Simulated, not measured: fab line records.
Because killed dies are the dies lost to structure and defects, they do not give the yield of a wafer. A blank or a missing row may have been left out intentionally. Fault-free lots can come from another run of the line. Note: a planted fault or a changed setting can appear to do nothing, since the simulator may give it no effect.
The same fault as seen by 2 desks :: flow sky130 :: only its own numbers are on each desk; what lay behind them is given at the end

## THE TOOL OWNER'S DESK: hdpcvd-01
The tool's own readings at SKY_LI_CONTACT_HDPCVD_00 (deposits PSG, target thk 930 nm, time 155 s): means of the sampled wafers that have a number, for each lot that ran on this tool. Any lot whose mean is over 4 standard deviations away from the usual mean is out of limits and marked OUT; that distance is given in the brackets.
Columns: A = run_length_s at SKY_LI_CONTACT_HDPCVD_00, usual 182.8 s
lot: L474
first seen here: day 31 01:06
A: 199.8 (+32) OUT

lot: L475
first seen here: day 31 10:20
A: 207.4 (+46) OUT

lot: L476
first seen here: day 31 18:22
A: 207.6 (+47) OUT

lot: L486
first seen here: day 35 01:04
A: 183.1

lot: L487
first seen here: day 35 07:58
A: 183.3

lot: L488
first seen here: day 35 17:44
A: 183.0
Finding of this desk: L474, L475, L476 out of limits; the first was L474 at day 31 01:06, on run_length_s at SKY_LI_CONTACT_HDPCVD_00. L486, L487, L488 stayed within limits.

## AT THE METROLOGY DESK
Means of the sampled wafers that have a number, per lot and without regard to the tool the lot ran on: this is what the gauges read. Any lot whose mean is over 4 standard deviations away from the usual mean is out of limits and marked OUT; that distance is given in the brackets.
Columns: A = SD_P_TW at SKY_SD_P_TW_MEAS_11, usual 2813; B = SD_N_TW at SKY_SD_N_TW_MEAS_12, usual 3962; C = SD_P_RS at SKY_SD_N_RS_MEAS_17, usual 147.3 ohm/sq; D = LI_CONTACT_HDPCVD_THK at SKY_LI_CONTACT_THK_MEAS_01, usual 934 nm
lot: L466
first seen here: day 25 13:58
A: 2799
B: 3974
C: 147.6
D: 935

lot: L467
first seen here: day 26 04:28
A: 2787
B: 3979
C: 146.9
D: 946

lot: L469
first seen here: day 26 23:12
A: 2794
B: 3980
C: 147.3
D: 942

lot: L474
first seen here: day 28 16:42
A: 2806
B: 3963
C: 147.4
D: 1041 (+11) OUT

lot: L475
first seen here: day 29 02:49
A: 2802
B: 3936
C: 146.9
D: 1078 (+14) OUT

lot: L476
first seen here: day 29 09:32
A: 2850
B: 3989
C: 147.9
D: 1085 (+15) OUT

lot: L478
first seen here: day 29 19:19
A: 2839
B: 3963
C: 147.1
D: 926

lot: L477
first seen here: day 30 08:54
A: 2778
B: 3972
C: 147.0
D: 920

lot: L481
first seen here: day 32 04:52
A: 2809
B: 3987
C: 147.1
D: 933

lot: L485
first seen here: day 32 12:44
A: 2803
B: 3978
C: 148.3
D: 934

lot: L486
first seen here: day 32 19:30
A: 2825
B: 3970
C: 146.9
D: 922

lot: L487
first seen here: day 33 02:10
A: 2801
B: 3945
C: 146.8
D: 943

lot: L488
first seen here: day 33 12:33
A: 2836
B: 3984
C: 147.2
D: 939
Finding of this desk: L474, L475, L476 out of limits, first seen on L474 at day 31 01:13 (LI_CONTACT_HDPCVD_THK at SKY_LI_CONTACT_THK_MEAS_01). L466, L467, L469, L478, L477, L481, L485, L486, L487, L488 stayed within limits.

## ALL TOGETHER
On L474, L475, L476, at day 31 01:06, an alarm was possible from the tool owner's desk.
The metrology desk could have raised an alarm at day 31 01:13, on L474, L475, L476.
On hdpcvd-01, each named lot ran SKY_LI_CONTACT_HDPCVD_00.

## WHAT WAS PUT IN BY THE SIMULATOR
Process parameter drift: hdpcvd-01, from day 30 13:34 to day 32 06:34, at SKY_LI_CONTACT_HDPCVD_00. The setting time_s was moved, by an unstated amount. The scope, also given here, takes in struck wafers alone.
Shown lots that were struck: L474, L475, L476.
Fault start to first reading out of limits, in hours, per desk: tool owner, 12; metrology, 12.
